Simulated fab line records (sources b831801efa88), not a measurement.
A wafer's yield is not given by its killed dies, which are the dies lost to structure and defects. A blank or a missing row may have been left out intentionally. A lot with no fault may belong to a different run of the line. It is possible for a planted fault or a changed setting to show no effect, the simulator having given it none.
A lot that was struck, set against a sound lot :: flow sky130 :: 15 steps out of a route of 708
Sound: the wafers L293.1, L293.3, L293.6. Wafers struck: L304.1, L304.4, L304.5. The cause is named last.
For every step that has rows: the tool of each side, followed by ch and its chambers, followed by its first start. Under that, the readings that differ: sound wafers :: struck wafers :: difference of the means :: sigmas: that difference in standard deviations of wafers without a fault.
alike: same words and numbers on both sides, and readings whose means sit less than 2 such deviations apart. not compared: any withheld reading, any reading some wafer has no value for, any bound like >300 that may hide the same value, and any number with overlapping values for which the record gives no deviation.
Wherever a step has rows on one side only, a row that says differs or no value, or a row with sigmas, the two part there. Numbers that have no deviation but don't overlap get no sigmas and don't part them. A reading that every wafer of one side lacks parts them only if that side has two wafers or more.

SKY_METAL1_STRIP_20: strips in O2/N2.
  sound on plasmaAsher-04 ch 0,1, day 32 13:53; struck on plasmaAsher-03 ch 1, day 37 04:59
  alike: drypumpMotorCurrentA, oesProductAu, stripTimeToEndpointS
  not compared: rfHoursCounterH
then, 4 steps without rows for these wafers: SKY_METAL1_STRIP_21 (strips in post etch residue remover, time 1200 s); SKY_METAL1_CLEAN_22 (cleans in IPA, time 180 s); SKY_METAL1_CLEAN_23 (cleans in O3/DIW); SKY_VIA1_HDPCVD_00 (deposits SiO2, target thk 1030 nm, time 171.7 s).
SKY_VIA1_THK_MEAS_01:
  sound: filmMetro-01 at day 32 14:35; struck: filmMetro-04 at day 37 05:43
  alike: VIA1_HDPCVD_THK
SKY_VIA1_CMP_02: polishes SiO2.
  sound on cmp-02 ch 0,2, day 32 14:42; struck on cmp-01 ch 0,1,2, day 37 05:50
  alike: motorCurrentA, slurryFlowMlMin
SKY_VIA1_BOW_MEAS_03:
  sound: filmMetro-01 at day 32 14:57; struck: filmMetro-01 at day 37 06:05
  alike: VIA1_BOW
then, 4 steps without rows for these wafers: SKY_VIA1_DEHYDRATE_04 (time 60 s); SKY_VIA1_HMDS_05 (prime time 60 s); SKY_VIA1_COAT_06 (resist thk 60 nm); SKY_VIA1_COAT_07 (resist thk 450 nm).
SKY_VIA1_SOFTBAKE_08: time 90 s.
  sound on lithoTrack-04 ch 0, day 33 04:00; struck on lithoTrack-01 ch 0, day 37 18:00
reading: heaterPowerTotalW (W)
sound: 57.37 57.26 57.20
struck: 56.76 56.74 56.75
difference: -0.53
sigmas: -5

reading: plateTempC (C)
sound: 100.06 100.05 100.14
struck: 98.86 99.09 99.16
difference: -1.05
sigmas: -9
then, 1 step without rows for these wafers: SKY_VIA1_EXPOSE_09 (exposes mask VIM, target cd 150 nm).
-- the record jumps here: 11 days lie between the struck wafers' starts before and after (it left off in module VIA1 and takes up again in module PAD_OPEN, whose first step shown is number 708 of the route) --
SKY_PAD_OPEN_PROBE_99:
  record: rows for the struck wafers here (prober-01, day 49 00:25), none for the sound ones

== WHERE THEY PART ==
Last at SKY_PAD_OPEN_PROBE_99 as far as this record goes, first at SKY_VIA1_SOFTBAKE_08.

WHY: what the simulator had put in
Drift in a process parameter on lithoTrack-01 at SKY_VIA1_SOFTBAKE_08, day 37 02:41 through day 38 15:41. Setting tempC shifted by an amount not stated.
